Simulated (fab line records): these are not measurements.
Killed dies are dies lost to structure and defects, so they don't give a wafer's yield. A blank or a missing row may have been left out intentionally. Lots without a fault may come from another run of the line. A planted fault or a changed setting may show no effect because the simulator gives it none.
A struck lot beside a sound one | flow sfqLine | 13 out of 325 route steps
Sound: the wafers L815.4, L815.5, L815.6. The struck wafers were L830.1, L830.5, L830.6. Last of all comes the cause.
Per side, at each step with rows, come the tool, then ch with its chambers, and then its first start. Under that, the readings that differ: sound wafers | struck wafers | difference of the means | sigmas: that difference in standard deviations of wafers without a fault.
alike: a reading whose means differ by less than 2 such deviations, as well as words and numbers matching on both sides. not compared: withheld readings; readings where some wafer has no value; bounds like >300 that might hide an equal value; numbers whose values overlap and for which the record gives no deviation.
A row with sigmas, a row that says differs or no value, or rows on one side alone: a step with any of these is where the two part. Numbers that don't overlap but have no deviation are shown without sigmas and don't part them. A reading that every wafer of one side lacks parts them only if that side has two wafers or more.

SFQ_I6_OVL_MEAS_942:
  sound on overlay-02 at day 76 19:19; struck on overlay-01 at day 84 02:15
  alike: I6_OVL
SFQ_TRILAYER_I6_VIA_BARC_OPEN_VIA_ETCH_235: etches BARC in O2, target depth 125 nm, time 41.7 s.
  sound on rieDiel-03 ch 2,3, day 76 19:20; struck on rieDiel-03 ch 0,1,3, day 84 02:17
  alike: drypumpMotorCurrentA, oesProductAu
  not compared: rfHoursCounterH
SFQ_TRILAYER_I6_VIA_ETCH_VIA_ETCH_172: etches SiO2 in CHF3, stops on Nb, target depth 260 nm.
  sound on rieDiel-03 ch 2,3, day 76 19:22; struck on rieDiel-03 ch 0,1,3, day 84 02:20
  alike: drypumpMotorCurrentA, oesProductAu
SFQ_TRILAYER_I6_VIA_STRIP_STRIP_173: strips in O2.
  sound on rieMetal-01 ch 0,1, day 76 19:41; struck on rieMetal-01 ch 1, day 84 02:26
  alike: drypumpMotorCurrentA, oesProductAu
  not compared: rfHoursCounterH
then, 2 steps without rows for these wafers: SFQ_TRILAYER_I6_VIA_STRIP_SOLV_CLEAN_174 (cleans in NMP, time 600 s); SFQ_TRILAYER_M7_DEP_PRE_CLEAN_176 (time 22.5 s).
SFQ_TRILAYER_M7_DEP_SPUTTER_175: material Nb, target thk 200 nm, time 133.3 s.
  sound on pvdSputter-04 at day 76 20:17; struck on pvdSputter-05 at day 84 03:50
reading             | sound                | struck               | difference | sigmas
cathodeDcPowerW (W) | 2000.3 2000.6 1999.6 | 1999.3 1999.5 1999.3 | -0.8       | -2
  alike: basePressurePa, throttleValvePct
SFQ_M7_RS_MEAS_943: measurement is done with a four-point probe.
  sound on filmMetro-04 at day 76 20:26; struck on filmMetro-04 at day 84 04:04
  alike: M7_NB_RS
then, 3 steps without rows for these wafers: SFQ_TRILAYER_M7_LITHO_COAT_182 (resist thk 62 nm); SFQ_TRILAYER_M7_LITHO_COAT_177 (resist thk 600 nm); SFQ_TRILAYER_M7_LITHO_SOFTBAKE_181.
-- the record jumps here: 3 days lie between the struck wafers' starts before and after --
SFQ_TRILAYER_M7_LITHO_EXPOSE_178: exposes mask M7, target cd 500 nm.
  struck on krfScanner-02, day 87 08:34; sound on krfScanner-02 ch 0, day 76 21:54
  no value came back on the struck wafers for exposureDoseMJCm2, focusOffsetNm (nm), sigmaOuter; on the sound wafers exposureDoseMJCm2 reads 14.414 14.414 14.417
  alike: mask
then, 1 step without rows for these wafers: SFQ_TRILAYER_M7_LITHO_PEB_180 (peb time 60 s).

== WHERE THEY PART ==
At SFQ_TRILAYER_M7_DEP_SPUTTER_175 first; at SFQ_TRILAYER_M7_LITHO_EXPOSE_178 last (within this record only).

WHY: the cause the simulator had injected
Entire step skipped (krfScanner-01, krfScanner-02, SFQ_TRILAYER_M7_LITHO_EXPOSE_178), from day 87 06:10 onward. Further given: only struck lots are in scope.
